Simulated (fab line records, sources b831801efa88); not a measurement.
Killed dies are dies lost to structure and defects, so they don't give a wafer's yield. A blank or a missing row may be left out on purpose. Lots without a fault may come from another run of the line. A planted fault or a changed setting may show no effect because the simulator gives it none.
Chamber matching | flow gf180mcu | GF_V1_CVD_02 on pecvd-02: 3 sister chambers
The step deposits SiO2 from TEOS, target thk 850 nm, time 94.851 s. 16 wafers are shown with their chamber, then 8 later ones without.

WAFERS WITH THEIR CHAMBER
wafer  | chamber | heater_power_w (W)
L819.1 | 1       | 699
L819.3 | 2       | 737
L819.6 | 2       | 774
L823.1 | 2       | 814
L823.2 | 1       | 796
L823.6 | 1       | 857
L824.1 | 2       | 711
L824.2 | 1       | 851
L824.4 | 1       | 874
L826.1 | 0       | 641
L826.4 | 0       | 522
L826.6 | 1       | 828
L828.3 | 1       | 776
L828.5 | 1       | 861
L828.6 | 2       | 775
L831.1 | 2       | 746

SIGNATURES (means of the wafers above)
reading        | chamber 0 | chamber 1 | chamber 2 | scatter within a chamber
heater_power_w | 581.50    | 817.75    | 759.50    | 53.8
Rule: a wafer's distance from a chamber is the root of the sum, over the readings, of the square of ((its reading less the chamber's mean) divided by the reading's scatter). The wafer belongs to the nearest chamber; if the next one is less than 2 further off, it can't be placed. The scatter: the root of (the sum of the squares of (reading less its chamber's mean) over the shown wafers, divided by (wafers less chambers)).

WAFERS WITHOUT THEIR CHAMBER
wafer  | heater_power_w (W)
L831.2 | 864
L831.6 | 795
L833.1 | 814
L833.2 | 522
L833.3 | 629
L838.1 | 666
L838.2 | 806
L838.3 | 784

WHICH CHAMBER EACH WENT THROUGH
wafer  | from the rows above          | in truth
L831.2 | can't be placed: 1 or 2      | 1
L831.6 | can't be placed: 1 or 2      | 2
L833.1 | can't be placed: 1 or 2      | 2
L833.2 | 0                            | 0
L833.3 | can't be placed: 0 or 2      | 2
L838.1 | can't be placed: 0 or 2 or 1 | 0
L838.2 | can't be placed: 1 or 2      | 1
L838.3 | can't be placed: 2 or 1      | 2
Placed correctly: 1 of 8. Can't be placed from these rows: 7 (the true chamber is among the candidates in 7). Placed wrongly: 0.
